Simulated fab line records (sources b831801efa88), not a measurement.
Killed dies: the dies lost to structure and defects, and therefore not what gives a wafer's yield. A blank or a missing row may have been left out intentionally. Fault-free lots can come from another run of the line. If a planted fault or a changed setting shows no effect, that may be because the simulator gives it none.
Matching of chambers / flow sky130 / rie-diel-03 running SKY_VIA2_ETCH_14: 4 sister chambers
The step etches BARC in N2/H2, stops on SiO2, time 45.9 s, target depth 60 nm. 20 wafers are shown with their chamber, then 10 later ones without.

EACH WAFER AND ITS CHAMBER
wafer=L074.1; chamber=3; drypump-motor-current-A (A)=6.2; throttle-valve-pct (%)=13.214; oes-product-au (a.u.)=0.858
wafer=L074.3; chamber=0; drypump-motor-current-A (A)=6.0; throttle-valve-pct (%)=13.228; oes-product-au (a.u.)=0.862
wafer=L074.6; chamber=1; drypump-motor-current-A (A)=5.4; throttle-valve-pct (%)=13.231; oes-product-au (a.u.)=0.851
wafer=L075.1; chamber=2; drypump-motor-current-A (A)=5.2; throttle-valve-pct (%)=13.231; oes-product-au (a.u.)=0.855
wafer=L075.4; chamber=1; drypump-motor-current-A (A)=5.4; throttle-valve-pct (%)=13.215; oes-product-au (a.u.)=0.847
wafer=L075.5; chamber=1; drypump-motor-current-A (A)=5.4; throttle-valve-pct (%)=13.239; oes-product-au (a.u.)=0.850
wafer=L077.4; chamber=1; drypump-motor-current-A (A)=5.4; throttle-valve-pct (%)=13.234; oes-product-au (a.u.)=0.856
wafer=L077.5; chamber=1; drypump-motor-current-A (A)=5.4; throttle-valve-pct (%)=13.248; oes-product-au (a.u.)=0.857
wafer=L077.6; chamber=0; drypump-motor-current-A (A)=6.0; throttle-valve-pct (%)=13.243; oes-product-au (a.u.)=0.854
wafer=L079.1; chamber=1; drypump-motor-current-A (A)=5.4; throttle-valve-pct (%)=13.215; oes-product-au (a.u.)=0.851
wafer=L079.3; chamber=0; drypump-motor-current-A (A)=6.0; throttle-valve-pct (%)=13.233; oes-product-au (a.u.)=0.853
wafer=L079.5; chamber=2; drypump-motor-current-A (A)=5.2; throttle-valve-pct (%)=13.222; oes-product-au (a.u.)=0.856
wafer=L080.1; chamber=1; drypump-motor-current-A (A)=5.4; throttle-valve-pct (%)=13.226; oes-product-au (a.u.)=0.862
wafer=L080.2; chamber=2; drypump-motor-current-A (A)=5.2; throttle-valve-pct (%)=13.217; oes-product-au (a.u.)=0.858
wafer=L080.6; chamber=1; drypump-motor-current-A (A)=5.4; throttle-valve-pct (%)=13.229; oes-product-au (a.u.)=0.856
wafer=L081.3; chamber=1; drypump-motor-current-A (A)=5.4; throttle-valve-pct (%)=13.231; oes-product-au (a.u.)=0.858
wafer=L081.4; chamber=0; drypump-motor-current-A (A)=6.1; throttle-valve-pct (%)=13.234; oes-product-au (a.u.)=0.859
wafer=L081.5; chamber=0; drypump-motor-current-A (A)=6.0; throttle-valve-pct (%)=13.218; oes-product-au (a.u.)=0.862
wafer=L087.1; chamber=1; drypump-motor-current-A (A)=5.4; throttle-valve-pct (%)=13.227; oes-product-au (a.u.)=0.861
wafer=L087.3; chamber=2; drypump-motor-current-A (A)=5.2; throttle-valve-pct (%)=13.239; oes-product-au (a.u.)=0.856

SIGNATURES, as means of the wafers listed above
reading=drypump-motor-current-A; chamber 0=6.020; chamber 1=5.400; chamber 2=5.200; chamber 3=6.200; scatter within a chamber=0.0224
reading=throttle-valve-pct; chamber 0=13.23120; chamber 1=13.22950; chamber 2=13.22725; chamber 3=13.21400; scatter within a chamber=0.00973
reading=oes-product-au; chamber 0=0.85800; chamber 1=0.85490; chamber 2=0.85625; chamber 3=0.85800; scatter within a chamber=0.00433
Rule: a wafer lies at a distance from a chamber equal to the root of the sum of squares, over the readings, of (its reading less the chamber's mean, divided by the reading's scatter). If the next closest chamber is less than 2 further off than the closest, the wafer can't be placed; otherwise it belongs to the closest. The scatter: the root of (the sum of the squares of (reading less its chamber's mean) over the shown wafers, divided by (wafers less chambers)).

WAFERS WITHOUT THEIR CHAMBER
wafer=L087.4; drypump-motor-current-A (A)=5.2; throttle-valve-pct (%)=13.229; oes-product-au (a.u.)=0.861
wafer=L091.2; drypump-motor-current-A (A)=5.4; throttle-valve-pct (%)=13.228; oes-product-au (a.u.)=0.862
wafer=L091.5; drypump-motor-current-A (A)=5.4; throttle-valve-pct (%)=13.230; oes-product-au (a.u.)=0.857
wafer=L091.6; drypump-motor-current-A (A)=5.2; throttle-valve-pct (%)=13.228; oes-product-au (a.u.)=0.866
wafer=L095.2; drypump-motor-current-A (A)=5.4; throttle-valve-pct (%)=13.237; oes-product-au (a.u.)=0.860
wafer=L095.3; drypump-motor-current-A (A)=6.0; throttle-valve-pct (%)=13.234; oes-product-au (a.u.)=0.858
wafer=L095.6; drypump-motor-current-A (A)=6.0; throttle-valve-pct (%)=13.217; oes-product-au (a.u.)=0.851
wafer=L096.2; drypump-motor-current-A (A)=6.0; throttle-valve-pct (%)=13.213; oes-product-au (a.u.)=0.857
wafer=L096.4; drypump-motor-current-A (A)=5.2; throttle-valve-pct (%)=13.230; oes-product-au (a.u.)=0.865
wafer=L096.6; drypump-motor-current-A (A)=5.4; throttle-valve-pct (%)=13.238; oes-product-au (a.u.)=0.858

WHICH CHAMBER EACH WENT THROUGH
wafer=L087.4; from the rows above=2; in truth=2
wafer=L091.2; from the rows above=1; in truth=1
wafer=L091.5; from the rows above=1; in truth=1
wafer=L091.6; from the rows above=2; in truth=2
wafer=L095.2; from the rows above=1; in truth=1
wafer=L095.3; from the rows above=0; in truth=0
wafer=L095.6; from the rows above=0; in truth=0
wafer=L096.2; from the rows above=0; in truth=0
wafer=L096.4; from the rows above=2; in truth=2
wafer=L096.6; from the rows above=1; in truth=1
10 of 10 placed correctly. Left unplaced by these rows: 0. 0 placed wrongly.
